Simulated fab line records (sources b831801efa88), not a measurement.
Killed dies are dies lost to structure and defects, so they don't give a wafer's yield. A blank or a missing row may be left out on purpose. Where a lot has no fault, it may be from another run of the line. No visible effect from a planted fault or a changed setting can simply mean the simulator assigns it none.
fab line records || flow gf180mcu || part 2 of 2: steps 30 to 40 of 40
[record] {"lots": 5, "wafers": 15, "last_day": 36}
route steps=602 shown DUAL_GATE@141 POLY_GATE@157 HV_LDD@176
lots with no fault: from the same line, run without faults
start_h: the number of hours between the record's first day and the start of the first shown wafer of the lot || wait_h: hours elapsed since this lot's preceding step || " as in the row above || L1.1+2: a single row standing in for several wafers || - no value, or no start was given || * or withheld: withheld || < > ~ a bound
route shown NAME@n: a module of which the file shows steps, and the number in the route of the first || usual: mean and standard deviation over wafers with no fault || same: alike in all rows || chamber/n: place in a boat || sites: readings site by site || _std_site: standard deviation of those values || _edge_site: outer sites' mean less inner sites' || radius_mm: how far each site lies from the wafer's centre || mask NAME#n: copy n || behind: the most recent tool/chamber to have shaped the wafer || hold: cause of the lot's hold/its duration in hours/its outcome || device: which transistor (n, p or np) failed to switch || end of line: tests run on the same wafers once the route is complete || a step without rows: its recipe alone || killed: count of dies lost to structure and defects at first sort (not the wafer's yield) || map: a wafer's dies, x killed, . not, _ none there
set.NAME: setting as actually run; set.NAME@STEP: the setting as run at that earlier step || model.NAME: the simulator's own value behind a step, which no gauge read
certain route steps with their lots: each step a table, each wafer a row
services: when a tool's chamber went out of use (start_h, in hours from the record's first day, below 0 if earlier), for how many hours, and the reason
[[steps]]
[step GF_POLY_GATE_ETCH_13]
[recipe] {"target": "poly-Si", "target_depth_nm": 198.5, "stop_on": "SiO2", "over_etch_frac": 0.403, "chemistry": "HBr/Cl2", "icp_w": 400, "bias_w": 100, "pressure_mtorr": 10, "HBr_flow_sccm": 150, "Cl2_flow_sccm": 50, "time_s": 69.6}
[usual] {"drypump_motor_current_A": "5.3/0.41", "oes_product_au": "0.986/0.0084", "throttle_valve_pct": "33.684/0.0082"}
{"lot.wafer": "L076.2", "tool": "rie_si-02", "chamber": 1, "start_h": 237.25, "wait_h": "-", "drypump_motor_current_A": 6.2, "oes_product_au": 0.983, "rf_hours_counter_h": 79, "throttle_valve_pct": 33.674}
{"lot.wafer": "L076.3", "tool": "rie_si-02", "chamber": 0, "start_h": 237.25, "wait_h": "-", "drypump_motor_current_A": 4.9, "oes_product_au": 0.990, "rf_hours_counter_h": 40, "throttle_valve_pct": 33.696}
{"lot.wafer": "L076.5", "tool": "rie_si-02", "chamber": 2, "start_h": 237.25, "wait_h": "-", "drypump_motor_current_A": 5.3, "oes_product_au": 0.976, "rf_hours_counter_h": "-", "throttle_valve_pct": 33.693}
{"lot.wafer": "L077.2", "tool": "rie_si-01", "chamber": 0, "start_h": 245.23, "wait_h": "-", "drypump_motor_current_A": 5.2, "oes_product_au": 1.000, "rf_hours_counter_h": 98, "throttle_valve_pct": 33.684}
{"lot.wafer": "L077.4", "tool": "rie_si-01", "chamber": 0, "start_h": 245.23, "wait_h": "-", "drypump_motor_current_A": 5.2, "oes_product_au": 0.997, "rf_hours_counter_h": "-", "throttle_valve_pct": 33.686}
{"lot.wafer": "L077.6", "tool": "rie_si-01", "chamber": 0, "start_h": 245.23, "wait_h": "-", "drypump_motor_current_A": 5.2, "oes_product_au": 1.001, "rf_hours_counter_h": "-", "throttle_valve_pct": 33.675}
{"lot.wafer": "L086.2", "tool": "rie_si-02", "chamber": 3, "start_h": 309.03, "wait_h": "-", "drypump_motor_current_A": 5.3, "oes_product_au": 1.000, "rf_hours_counter_h": 62, "throttle_valve_pct": 33.687}
{"lot.wafer": "L086.3", "tool": "rie_si-02", "chamber": 0, "start_h": 309.03, "wait_h": "-", "drypump_motor_current_A": 4.8, "oes_product_au": 0.993, "rf_hours_counter_h": 40, "throttle_valve_pct": 33.675}
{"lot.wafer": "L086.4", "tool": "rie_si-02", "chamber": 1, "start_h": 309.03, "wait_h": "-", "drypump_motor_current_A": 6.1, "oes_product_au": 0.996, "rf_hours_counter_h": 80, "throttle_valve_pct": 33.687}
{"lot.wafer": "L090.1", "tool": "rie_si-01", "chamber": 3, "start_h": 335.33, "wait_h": "-", "drypump_motor_current_A": 5.3, "oes_product_au": 0.977, "rf_hours_counter_h": 6, "throttle_valve_pct": 33.669}
{"lot.wafer": "L090.2", "tool": "rie_si-01", "chamber": 0, "start_h": 335.33, "wait_h": "-", "drypump_motor_current_A": 5.2, "oes_product_au": 0.977, "rf_hours_counter_h": 0, "throttle_valve_pct": 33.681}
{"lot.wafer": "L090.4", "tool": "rie_si-01", "chamber": 1, "start_h": 335.33, "wait_h": "-", "drypump_motor_current_A": 5.2, "oes_product_au": 0.981, "rf_hours_counter_h": 43, "throttle_valve_pct": 33.678}
{"lot.wafer": "L097.1", "tool": "rie_si-02", "chamber": 2, "start_h": 384.78, "wait_h": "-", "drypump_motor_current_A": 5.3, "oes_product_au": 0.973, "rf_hours_counter_h": 7, "throttle_valve_pct": 33.677}
{"lot.wafer": "L097.2", "tool": "rie_si-02", "chamber": 3, "start_h": 384.78, "wait_h": "-", "drypump_motor_current_A": 5.3, "oes_product_au": 0.996, "rf_hours_counter_h": 63, "throttle_valve_pct": 33.677}
{"lot.wafer": "L097.6", "tool": "rie_si-02", "chamber": 3, "start_h": 384.78, "wait_h": "-", "drypump_motor_current_A": 5.3, "oes_product_au": 1.003, "rf_hours_counter_h": "-", "throttle_valve_pct": 33.685}
[step GF_POLY_GATE_STRIP_14]
[recipe] {"chemistry": "O2/N2", "power_w": 1400, "pressure_mtorr": 1500, "platen_temp_c": 250, "o2_flow_sccm": 3000, "n2_flow_sccm": 300, "overash_fraction": 0.5}
[usual] {"drypump_motor_current_A": "5.7/0.38", "heater_power_w": "334/41", "oes_product_au": "0.505/0.0047"}
{"lot.wafer": "L076.2", "tool": "plasma_asher-04", "chamber": 0, "start_h": 237.30, "wait_h": 0.0, "drypump_motor_current_A": 5.7, "heater_power_w": 374, "oes_product_au": 0.508, "rf_hours_counter_h": 58}
{"lot.wafer": "L076.3", "tool": "plasma_asher-04", "chamber": 0, "start_h": 237.30, "wait_h": 0.0, "drypump_motor_current_A": 5.6, "heater_power_w": 375, "oes_product_au": 0.503, "rf_hours_counter_h": "-"}
{"lot.wafer": "L076.5", "tool": "plasma_asher-04", "chamber": 1, "start_h": 237.30, "wait_h": 0.0, "drypump_motor_current_A": 5.8, "heater_power_w": 320, "oes_product_au": 0.507, "rf_hours_counter_h": "-"}
{"lot.wafer": "L077.2", "tool": "plasma_asher-04", "chamber": 0, "start_h": 245.31, "wait_h": 0.1, "drypump_motor_current_A": 5.6, "heater_power_w": 380, "oes_product_au": 0.511, "rf_hours_counter_h": 60}
{"lot.wafer": "L077.4", "tool": "plasma_asher-04", "chamber": 1, "start_h": 245.31, "wait_h": 0.1, "drypump_motor_current_A": 5.8, "heater_power_w": 315, "oes_product_au": 0.505, "rf_hours_counter_h": "-"}
{"lot.wafer": "L077.6", "tool": "plasma_asher-04", "chamber": 1, "start_h": 245.31, "wait_h": 0.1, "drypump_motor_current_A": 5.8, "heater_power_w": 308, "oes_product_au": 0.506, "rf_hours_counter_h": "-"}
{"lot.wafer": "L086.2", "tool": "plasma_asher-01", "chamber": 1, "start_h": 309.08, "wait_h": 0.0, "drypump_motor_current_A": 5.7, "heater_power_w": 280, "oes_product_au": 0.512, "rf_hours_counter_h": 19}
{"lot.wafer": "L086.3", "tool": "plasma_asher-01", "chamber": 1, "start_h": 309.08, "wait_h": 0.0, "drypump_motor_current_A": 5.7, "heater_power_w": 280, "oes_product_au": 0.502, "rf_hours_counter_h": "-"}
{"lot.wafer": "L086.4", "tool": "plasma_asher-01", "chamber": 0, "start_h": 309.08, "wait_h": 0.0, "drypump_motor_current_A": 4.9, "heater_power_w": 332, "oes_product_au": 0.500, "rf_hours_counter_h": "-"}
{"lot.wafer": "L090.1", "tool": "plasma_asher-01", "chamber": 1, "start_h": 335.38, "wait_h": 0.0, "drypump_motor_current_A": 5.7, "heater_power_w": 280, "oes_product_au": 0.506, "rf_hours_counter_h": 21}
{"lot.wafer": "L090.2", "tool": "plasma_asher-01", "chamber": 0, "start_h": 335.38, "wait_h": 0.0, "drypump_motor_current_A": 4.9, "heater_power_w": 326, "oes_product_au": 0.497, "rf_hours_counter_h": 21}
{"lot.wafer": "L090.4", "tool": "plasma_asher-01", "chamber": 0, "start_h": 335.38, "wait_h": 0.0, "drypump_motor_current_A": 4.9, "heater_power_w": 332, "oes_product_au": 0.508, "rf_hours_counter_h": "-"}
{"lot.wafer": "L097.1", "tool": "plasma_asher-04", "chamber": 0, "start_h": 384.83, "wait_h": 0.0, "drypump_motor_current_A": 5.6, "heater_power_w": 378, "oes_product_au": 0.498, "rf_hours_counter_h": 75}
{"lot.wafer": "L097.2", "tool": "plasma_asher-04", "chamber": 1, "start_h": 384.83, "wait_h": 0.0, "drypump_motor_current_A": 5.7, "heater_power_w": 318, "oes_product_au": 0.507, "rf_hours_counter_h": 75}
{"lot.wafer": "L097.6", "tool": "plasma_asher-04", "chamber": 1, "start_h": 384.83, "wait_h": 0.0, "drypump_motor_current_A": 5.8, "heater_power_w": 312, "oes_product_au": 0.507, "rf_hours_counter_h": "-"}
[step GF_POLY_GATE_CLEAN_15]
[recipe] {"chemistry": "SC1/SC2", "mix": "1:4:20", "temp_c": 70, "time_s": 150, "dry": "n2_spin"}
{"lot.wafer": "L076.2+3+5", "tool": "wet_bench-04", "chamber": 0, "start_h": 237.40, "wait_h": 0.1}
{"lot.wafer": "L077.2+4+6", "tool": "wet_bench-03", "chamber": 0, "start_h": 245.41, "wait_h": 0.1}
{"lot.wafer": "L086.2+3+4", "tool": "wet_bench-03", "chamber": 0, "start_h": 309.18, "wait_h": 0.1}
{"lot.wafer": "L090.1+2+4", "tool": "wet_bench-03", "chamber": 2, "start_h": 335.48, "wait_h": 0.1}
{"lot.wafer": "L097.1+2+6", "tool": "wet_bench-03", "chamber": 3, "start_h": 384.93, "wait_h": 0.1}
[step GF_POLY_GATE_OXIDATION_16]
[recipe] {"temp_c": 850, "ambient": "O2", "stabilise_s": 600, "purge_s": 300, "target_thk_a": 40, "ox_time_s": 899}
[usual] {"spike_tc_bottom_C": "864.4/1.3"}
{"lot.wafer": "L076.2", "tool": "furnace-02", "chamber": 0, "start_h": 240.43, "wait_h": 3.0, "spike_tc_bottom_C": 864.7}
{"lot.wafer": "L076.3", "tool": "furnace-02", "chamber": 0, "start_h": 240.43, "wait_h": 3.0, "spike_tc_bottom_C": 865.0}
{"lot.wafer": "L076.5", "tool": "furnace-02", "chamber": 0, "start_h": 240.43, "wait_h": 3.0, "spike_tc_bottom_C": 865.0}
{"lot.wafer": "L077.2", "tool": "furnace-01", "chamber": 0, "start_h": 246.51, "wait_h": 1.1, "spike_tc_bottom_C": 861.4}
{"lot.wafer": "L077.4", "tool": "furnace-01", "chamber": 0, "start_h": 246.51, "wait_h": 1.1, "spike_tc_bottom_C": 863.7}
{"lot.wafer": "L077.6", "tool": "furnace-01", "chamber": 0, "start_h": 246.51, "wait_h": 1.1, "spike_tc_bottom_C": 864.6}
{"lot.wafer": "L086.2", "tool": "furnace-01", "chamber": 0, "start_h": 309.28, "wait_h": 0.0, "spike_tc_bottom_C": 862.9}
{"lot.wafer": "L086.3", "tool": "furnace-01", "chamber": 0, "start_h": 309.28, "wait_h": 0.0, "spike_tc_bottom_C": 864.6}
{"lot.wafer": "L086.4", "tool": "furnace-01", "chamber": 0, "start_h": 309.28, "wait_h": 0.0, "spike_tc_bottom_C": 862.9}
{"lot.wafer": "L090.1", "tool": "furnace-01", "chamber": 0, "start_h": 337.44, "wait_h": 1.9, "spike_tc_bottom_C": 863.0}
{"lot.wafer": "L090.2", "tool": "furnace-01", "chamber": 0, "start_h": 337.44, "wait_h": 1.9, "spike_tc_bottom_C": 863.5}
{"lot.wafer": "L090.4", "tool": "furnace-01", "chamber": 0, "start_h": 337.44, "wait_h": 1.9, "spike_tc_bottom_C": 864.4}
{"lot.wafer": "L097.1", "tool": "furnace-02", "chamber": 0, "start_h": 387.41, "wait_h": 2.4, "spike_tc_bottom_C": 865.7}
{"lot.wafer": "L097.2", "tool": "furnace-02", "chamber": 0, "start_h": 387.41, "wait_h": 2.4, "spike_tc_bottom_C": 864.3}
{"lot.wafer": "L097.6", "tool": "furnace-02", "chamber": 0, "start_h": 387.41, "wait_h": 2.4, "spike_tc_bottom_C": 864.0}
[step GF_POLY_GATE_THK_MEAS_17]
[recipe] {"reads": "SiO2_of_POLY_GATE_OXIDATION_16"}
[usual] {"POLY_GATE_OXIDATION_THK": "3.97/0.089"}
{"lot.wafer": "L076.2", "tool": "film_metro-04", "chamber": "-", "start_h": 241.69, "wait_h": 0.0, "POLY_GATE_OXIDATION_THK[nm]": 3.95}
{"lot.wafer": "L076.3", "tool": "film_metro-04", "chamber": "-", "start_h": 241.69, "wait_h": 0.0, "POLY_GATE_OXIDATION_THK[nm]": 4.12}
{"lot.wafer": "L076.5", "tool": "film_metro-04", "chamber": "-", "start_h": 241.69, "wait_h": 0.0, "POLY_GATE_OXIDATION_THK[nm]": 3.99}
{"lot.wafer": "L077.2", "tool": "film_metro-04", "chamber": "-", "start_h": 247.77, "wait_h": 0.0, "POLY_GATE_OXIDATION_THK[nm]": 3.91}
{"lot.wafer": "L077.4", "tool": "film_metro-04", "chamber": "-", "start_h": 247.77, "wait_h": 0.0, "POLY_GATE_OXIDATION_THK[nm]": 3.94}
{"lot.wafer": "L077.6", "tool": "film_metro-04", "chamber": "-", "start_h": 247.77, "wait_h": 0.0, "POLY_GATE_OXIDATION_THK[nm]": 3.91}
{"lot.wafer": "L086.2", "tool": "film_metro-01", "chamber": "-", "start_h": 310.54, "wait_h": 0.0, "POLY_GATE_OXIDATION_THK[nm]": 3.83}
{"lot.wafer": "L086.3", "tool": "film_metro-01", "chamber": "-", "start_h": 310.54, "wait_h": 0.0, "POLY_GATE_OXIDATION_THK[nm]": 3.86}
{"lot.wafer": "L086.4", "tool": "film_metro-01", "chamber": "-", "start_h": 310.54, "wait_h": 0.0, "POLY_GATE_OXIDATION_THK[nm]": 3.93}
{"lot.wafer": "L090.1", "tool": "film_metro-02", "chamber": "-", "start_h": 338.69, "wait_h": 0.0, "POLY_GATE_OXIDATION_THK[nm]": 3.90}
{"lot.wafer": "L090.2", "tool": "film_metro-02", "chamber": "-", "start_h": 338.69, "wait_h": 0.0, "POLY_GATE_OXIDATION_THK[nm]": 3.88}
{"lot.wafer": "L090.4", "tool": "film_metro-02", "chamber": "-", "start_h": 338.69, "wait_h": 0.0, "POLY_GATE_OXIDATION_THK[nm]": 3.91}
{"lot.wafer": "L097.1", "tool": "film_metro-01", "chamber": "-", "start_h": 388.65, "wait_h": 0.0, "POLY_GATE_OXIDATION_THK[nm]": 4.01}
{"lot.wafer": "L097.2", "tool": "film_metro-01", "chamber": "-", "start_h": 388.65, "wait_h": 0.0, "POLY_GATE_OXIDATION_THK[nm]": 3.95}
{"lot.wafer": "L097.6", "tool": "film_metro-01", "chamber": "-", "start_h": 388.65, "wait_h": 0.0, "POLY_GATE_OXIDATION_THK[nm]": 3.95}
[step GF_POLY_GATE_CD_MEAS_18]
[usual] {"cd_nm": "279.4/2"}
{"lot.wafer": "L076.2", "tool": "cd_sem-01", "chamber": "-", "start_h": 241.77, "wait_h": 0.1, "cd_nm": 278.7}
{"lot.wafer": "L076.3", "tool": "cd_sem-01", "chamber": "-", "start_h": 241.77, "wait_h": 0.1, "cd_nm": 276.3}
{"lot.wafer": "L076.5", "tool": "cd_sem-01", "chamber": "-", "start_h": 241.77, "wait_h": 0.1, "cd_nm": 274.9}
{"lot.wafer": "L077.2", "tool": "cd_sem-02", "chamber": "-", "start_h": 247.85, "wait_h": 0.1, "cd_nm": 278.3}
{"lot.wafer": "L077.4", "tool": "cd_sem-02", "chamber": "-", "start_h": 247.85, "wait_h": 0.1, "cd_nm": 279.9}
{"lot.wafer": "L077.6", "tool": "cd_sem-02", "chamber": "-", "start_h": 247.85, "wait_h": 0.1, "cd_nm": 279.9}
{"lot.wafer": "L086.2", "tool": "cd_sem-02", "chamber": "-", "start_h": 310.62, "wait_h": 0.1, "cd_nm": 277.3}
{"lot.wafer": "L086.3", "tool": "cd_sem-02", "chamber": "-", "start_h": 310.62, "wait_h": 0.1, "cd_nm": 279.0}
{"lot.wafer": "L086.4", "tool": "cd_sem-02", "chamber": "-", "start_h": 310.62, "wait_h": 0.1, "cd_nm": 278.0}
{"lot.wafer": "L090.1", "tool": "cd_sem-02", "chamber": "-", "start_h": 338.75, "wait_h": 0.1, "cd_nm": 282.9}
{"lot.wafer": "L090.2", "tool": "cd_sem-02", "chamber": "-", "start_h": 338.75, "wait_h": 0.1, "cd_nm": 280.2}
{"lot.wafer": "L090.4", "tool": "cd_sem-02", "chamber": "-", "start_h": 338.75, "wait_h": 0.1, "cd_nm": 280.7}
{"lot.wafer": "L097.1", "tool": "cd_sem-01", "chamber": "-", "start_h": 388.71, "wait_h": 0.1, "cd_nm": 279.9}
{"lot.wafer": "L097.2", "tool": "cd_sem-01", "chamber": "-", "start_h": 388.71, "wait_h": 0.1, "cd_nm": 281.3}
{"lot.wafer": "L097.6", "tool": "cd_sem-01", "chamber": "-", "start_h": 388.71, "wait_h": 0.1, "cd_nm": 281.7}
[step GF_HV_LDD_DEHYDRATE_00]
[recipe] {"temp_c": 200, "time_s": 60}
[usual] {"heater_power_total_W": "160.37/0.12"}
{"lot.wafer": "L076.2", "tool": "litho_track-04", "chamber": 0, "start_h": 251.44, "wait_h": 9.6, "heater_power_total_W": 160.35}
{"lot.wafer": "L076.3", "tool": "litho_track-04", "chamber": 0, "start_h": 251.44, "wait_h": 9.6, "heater_power_total_W": 160.39}
{"lot.wafer": "L076.5", "tool": "litho_track-04", "chamber": 0, "start_h": 251.44, "wait_h": 9.6, "heater_power_total_W": 160.59}
{"lot.wafer": "L077.2", "tool": "litho_track-03", "chamber": 0, "start_h": 258.04, "wait_h": 10.2, "heater_power_total_W": 160.31}
{"lot.wafer": "L077.4", "tool": "litho_track-03", "chamber": 0, "start_h": 258.04, "wait_h": 10.2, "heater_power_total_W": 160.33}
{"lot.wafer": "L077.6", "tool": "litho_track-03", "chamber": 0, "start_h": 258.04, "wait_h": 10.2, "heater_power_total_W": 160.16}
{"lot.wafer": "L086.2", "tool": "litho_track-02", "chamber": 0, "start_h": 321.39, "wait_h": 10.7, "heater_power_total_W": 160.23}
{"lot.wafer": "L086.3", "tool": "litho_track-02", "chamber": 0, "start_h": 321.39, "wait_h": 10.7, "heater_power_total_W": 160.25}
{"lot.wafer": "L086.4", "tool": "litho_track-02", "chamber": 0, "start_h": 321.39, "wait_h": 10.7, "heater_power_total_W": 160.40}
{"lot.wafer": "L090.1", "tool": "litho_track-04", "chamber": 0, "start_h": 350.11, "wait_h": 11.3, "heater_power_total_W": 160.48}
{"lot.wafer": "L090.2", "tool": "litho_track-04", "chamber": 0, "start_h": 350.11, "wait_h": 11.3, "heater_power_total_W": 160.52}
{"lot.wafer": "L090.4", "tool": "litho_track-04", "chamber": 0, "start_h": 350.11, "wait_h": 11.3, "heater_power_total_W": 160.23}
{"lot.wafer": "L097.1", "tool": "litho_track-04", "chamber": 0, "start_h": 400.16, "wait_h": 11.4, "heater_power_total_W": 160.59}
{"lot.wafer": "L097.2", "tool": "litho_track-04", "chamber": 0, "start_h": 400.16, "wait_h": 11.4, "heater_power_total_W": 160.34}
{"lot.wafer": "L097.6", "tool": "litho_track-04", "chamber": 0, "start_h": 400.16, "wait_h": 11.4, "heater_power_total_W": 160.41}
[step GF_HV_LDD_HMDS_01]
[recipe] {"prime_time_s": 60, "prime_temp_c": 120}
{"lot.wafer": "L076.2+3+5", "tool": "litho_track-04", "chamber": 0, "start_h": 251.59, "wait_h": 0.1}
{"lot.wafer": "L077.2+4+6", "tool": "litho_track-03", "chamber": 0, "start_h": 258.19, "wait_h": 0.1}
{"lot.wafer": "L086.2+3+4", "tool": "litho_track-02", "chamber": 0, "start_h": 321.54, "wait_h": 0.1}
{"lot.wafer": "L090.1+2+4", "tool": "litho_track-04", "chamber": 0, "start_h": 350.26, "wait_h": 0.1}
{"lot.wafer": "L097.1+2+6", "tool": "litho_track-04", "chamber": 0, "start_h": 400.31, "wait_h": 0.1}
[step GF_HV_LDD_COAT_02]
[recipe] {"resist": "NOVOLAK", "spin_rpm": 3000, "resist_thk_nm": 1000}
[usual] {"dispense_pressure_kPa": "50.3/1.2"}
{"lot.wafer": "L076.2", "tool": "litho_track-04", "chamber": 0, "start_h": 251.74, "wait_h": 0.1, "dispense_pressure_kPa": 48.3}
{"lot.wafer": "L076.3", "tool": "litho_track-04", "chamber": 0, "start_h": 251.74, "wait_h": 0.1, "dispense_pressure_kPa": 48.3}
{"lot.wafer": "L076.5", "tool": "litho_track-04", "chamber": 0, "start_h": 251.74, "wait_h": 0.1, "dispense_pressure_kPa": 48.3}
{"lot.wafer": "L077.2", "tool": "litho_track-03", "chamber": 0, "start_h": 258.34, "wait_h": 0.1, "dispense_pressure_kPa": 51.2}
{"lot.wafer": "L077.4", "tool": "litho_track-03", "chamber": 0, "start_h": 258.34, "wait_h": 0.1, "dispense_pressure_kPa": 51.2}
{"lot.wafer": "L077.6", "tool": "litho_track-03", "chamber": 0, "start_h": 258.34, "wait_h": 0.1, "dispense_pressure_kPa": 51.2}
{"lot.wafer": "L086.2", "tool": "litho_track-02", "chamber": 0, "start_h": 321.69, "wait_h": 0.1, "dispense_pressure_kPa": 50.9}
{"lot.wafer": "L086.3", "tool": "litho_track-02", "chamber": 0, "start_h": 321.69, "wait_h": 0.1, "dispense_pressure_kPa": 50.9}
{"lot.wafer": "L086.4", "tool": "litho_track-02", "chamber": 0, "start_h": 321.69, "wait_h": 0.1, "dispense_pressure_kPa": 50.9}
{"lot.wafer": "L090.1", "tool": "litho_track-04", "chamber": 0, "start_h": 350.41, "wait_h": 0.1, "dispense_pressure_kPa": 48.2}
{"lot.wafer": "L090.2", "tool": "litho_track-04", "chamber": 0, "start_h": 350.41, "wait_h": 0.1, "dispense_pressure_kPa": 48.2}
{"lot.wafer": "L090.4", "tool": "litho_track-04", "chamber": 0, "start_h": 350.41, "wait_h": 0.1, "dispense_pressure_kPa": 48.2}
{"lot.wafer": "L097.1", "tool": "litho_track-04", "chamber": 0, "start_h": 400.46, "wait_h": 0.1, "dispense_pressure_kPa": 48.2}
{"lot.wafer": "L097.2", "tool": "litho_track-04", "chamber": 0, "start_h": 400.46, "wait_h": 0.1, "dispense_pressure_kPa": 48.3}
{"lot.wafer": "L097.6", "tool": "litho_track-04", "chamber": 0, "start_h": 400.46, "wait_h": 0.1, "dispense_pressure_kPa": 48.2}
[step GF_HV_LDD_SOFTBAKE_03]
[recipe] {"temp_c": 90, "time_s": 60, "resist": "NOVOLAK"}
[usual] {"heater_power_total_W": "56.59/0.045"}
{"lot.wafer": "L076.2", "tool": "litho_track-04", "chamber": 0, "start_h": 251.89, "wait_h": 0.1, "heater_power_total_W": 56.56}
{"lot.wafer": "L076.3", "tool": "litho_track-04", "chamber": 0, "start_h": 251.89, "wait_h": 0.1, "heater_power_total_W": 56.62}
{"lot.wafer": "L076.5", "tool": "litho_track-04", "chamber": 0, "start_h": 251.89, "wait_h": 0.1, "heater_power_total_W": 56.56}
{"lot.wafer": "L077.2", "tool": "litho_track-03", "chamber": 0, "start_h": 258.49, "wait_h": 0.1, "heater_power_total_W": 56.66}
{"lot.wafer": "L077.4", "tool": "litho_track-03", "chamber": 0, "start_h": 258.49, "wait_h": 0.1, "heater_power_total_W": 56.63}
{"lot.wafer": "L077.6", "tool": "litho_track-03", "chamber": 0, "start_h": 258.49, "wait_h": 0.1, "heater_power_total_W": 56.61}
{"lot.wafer": "L086.2", "tool": "litho_track-02", "chamber": 0, "start_h": 321.84, "wait_h": 0.1, "heater_power_total_W": 56.70}
{"lot.wafer": "L086.3", "tool": "litho_track-02", "chamber": 0, "start_h": 321.84, "wait_h": 0.1, "heater_power_total_W": 56.60}
{"lot.wafer": "L086.4", "tool": "litho_track-02", "chamber": 0, "start_h": 321.84, "wait_h": 0.1, "heater_power_total_W": 56.54}
{"lot.wafer": "L090.1", "tool": "litho_track-04", "chamber": 0, "start_h": 350.56, "wait_h": 0.1, "heater_power_total_W": 56.64}
{"lot.wafer": "L090.2", "tool": "litho_track-04", "chamber": 0, "start_h": 350.56, "wait_h": 0.1, "heater_power_total_W": 56.51}
{"lot.wafer": "L090.4", "tool": "litho_track-04", "chamber": 0, "start_h": 350.56, "wait_h": 0.1, "heater_power_total_W": 56.60}
{"lot.wafer": "L097.1", "tool": "litho_track-04", "chamber": 0, "start_h": 400.61, "wait_h": 0.1, "heater_power_total_W": 56.64}
{"lot.wafer": "L097.2", "tool": "litho_track-04", "chamber": 0, "start_h": 400.61, "wait_h": 0.1, "heater_power_total_W": 56.55}
{"lot.wafer": "L097.6", "tool": "litho_track-04", "chamber": 0, "start_h": 400.61, "wait_h": 0.1, "heater_power_total_W": 56.59}
[step GF_HV_LDD_EXPOSE_04]
[recipe] {"mask_id": "Nplus_LV_AREA", "target_cd_nm": 400, "na": 0.6, "source_shape": "conventional", "sigma_outer": 0.6, "dose_mj": 142.3}
{"lot.wafer": "L076.2+3+5", "tool": "iline_stepper-02", "chamber": 0, "start_h": "-", "wait_h": "-", "mask": "Nplus_LV_AREA#0"}
{"lot.wafer": "L077.2+4+6", "tool": "iline_stepper-01", "chamber": 0, "start_h": "-", "wait_h": "-", "mask": "Nplus_LV_AREA#0"}
{"lot.wafer": "L086.2+3+4", "tool": "iline_stepper-01", "chamber": 0, "start_h": "-", "wait_h": "-", "mask": "Nplus_LV_AREA#0"}
{"lot.wafer": "L090.1+2+4", "tool": "iline_stepper-02", "chamber": 0, "start_h": "-", "wait_h": "-", "mask": "Nplus_LV_AREA#0"}
{"lot.wafer": "L097.1+2+6", "tool": "iline_stepper-02", "chamber": 0, "start_h": "-", "wait_h": "-", "mask": "Nplus_LV_AREA#0"}
[[services]]
{"tool": "iline_stepper-02", "chamber": "-", "start_h": 177.05, "hours": 2.5, "kind": "repair"}
{"tool": "furnace-02", "chamber": "-", "start_h": 179.67, "hours": 3.2, "kind": "pm"}
{"tool": "iline_stepper-01", "chamber": "-", "start_h": 184.41, "hours": 4.4, "kind": "pm"}
{"tool": "rie_diel-04", "chamber": 2, "start_h": 190.70, "hours": 3.1, "kind": "repair"}
{"tool": "furnace-01", "chamber": "-", "start_h": 199.46, "hours": 12.5, "kind": "pm"}
{"tool": "wet_bench-02", "chamber": "-", "start_h": 202.89, "hours": 1.5, "kind": "repair"}
{"tool": "iline_stepper-02", "chamber": "-", "start_h": 203.11, "hours": 1.7, "kind": "pm"}
{"tool": "krf_scanner-01", "chamber": "-", "start_h": 204.75, "hours": 1.0, "kind": "pm"}
{"tool": "krf_scanner-01", "chamber": "-", "start_h": 206.21, "hours": 0.8, "kind": "pm"}
{"tool": "iline_stepper-02", "chamber": "-", "start_h": 210.45, "hours": 10.8, "kind": "repair"}
{"tool": "rie_si-02", "chamber": 0, "start_h": 223.71, "hours": 3.2, "kind": "repair"}
{"tool": "iline_stepper-01", "chamber": "-", "start_h": 228.96, "hours": 4.7, "kind": "repair"}
{"tool": "rie_si-02", "chamber": "-", "start_h": 228.99, "hours": 0.3, "kind": "repair"}
{"tool": "plasma_asher-01", "chamber": "-", "start_h": 231.00, "hours": 14.6, "kind": "pm"}
{"tool": "rie_diel-04", "chamber": 1, "start_h": 257.50, "hours": 4.7, "kind": "repair"}
{"tool": "furnace-01", "chamber": "-", "start_h": 266.35, "hours": 3.2, "kind": "pm"}
{"tool": "iline_stepper-01", "chamber": "-", "start_h": 306.38, "hours": 1.7, "kind": "pm"}
{"tool": "iline_stepper-01", "chamber": "-", "start_h": 318.32, "hours": 2.1, "kind": "pm"}
{"tool": "furnace-02", "chamber": "-", "start_h": 336.22, "hours": 4.5, "kind": "pm"}
{"tool": "iline_stepper-02", "chamber": "-", "start_h": 348.12, "hours": 1.0, "kind": "repair"}
{"tool": "furnace-02", "chamber": "-", "start_h": 348.58, "hours": 2.8, "kind": "pm"}
{"tool": "wet_bench-03", "chamber": "-", "start_h": 359.77, "hours": 1.2, "kind": "repair"}
{"tool": "furnace-02", "chamber": "-", "start_h": 378.49, "hours": 4.6, "kind": "pm"}
{"tool": "furnace-02", "chamber": "-", "start_h": 398.43, "hours": 20.0, "kind": "pm"}
